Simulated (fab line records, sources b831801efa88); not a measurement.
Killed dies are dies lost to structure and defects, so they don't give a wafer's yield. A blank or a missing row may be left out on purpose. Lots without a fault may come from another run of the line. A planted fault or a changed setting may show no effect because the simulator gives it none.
Chamber matching | flow sfq_line | SFQ_TRILAYER_A5B_CMP_CMP_130 on cmp-02: 4 sister chambers
The step polishes, stops on Nb, target thk 340.7 nm. 4 wafers are shown with their chamber, then 8 later ones without.

WAFERS WITH THEIR CHAMBER
wafer  | chamber | motor_current_A (A)
L318.5 | 0       | 10.6
L319.2 | 2       | 9.5
L319.6 | 1       | 9.8
L321.1 | 3       | 11.1

WAFERS WITHOUT THEIR CHAMBER
wafer  | motor_current_A (A)
L321.3 | 9.4
L321.2 | 9.4
L322.4 | 9.9
L322.5 | 8.9
L322.6 | 10.5
L323.1 | 8.6
L323.5 | 9.8
L323.6 | 9.7

WHICH CHAMBER EACH WENT THROUGH
wafer  | from the rows above          | in truth
L321.3 | can't be placed: 2 or 1      | 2
L321.2 | can't be placed: 2 or 1      | 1
L322.4 | can't be placed: 1 or 2 or 0 | 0
L322.5 | can't be placed: 2 or 1      | 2
L322.6 | can't be placed: 0 or 3 or 1 | 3
L323.1 | can't be placed: 2 or 1      | 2
L323.5 | can't be placed: 1 or 2      | 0
L323.6 | can't be placed: 1 or 2      | 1
Placed correctly: 0 of 8. Can't be placed from these rows: 8 (the true chamber is among the candidates in 7). Placed wrongly: 0.
How it was worked out, from the rows above alone: a wafer's distance from a chamber is the root of the sum, over the readings, of the square of ((its reading less the chamber's mean) divided by the reading's scatter). The wafer belongs to the nearest chamber; if the next one is less than 2 further off, it can't be placed. A chamber's mean is the mean of its shown wafers. The scatter: with one shown wafer a chamber, the root of the mean of the squares of how far each hidden wafer lies from its nearest shown one.
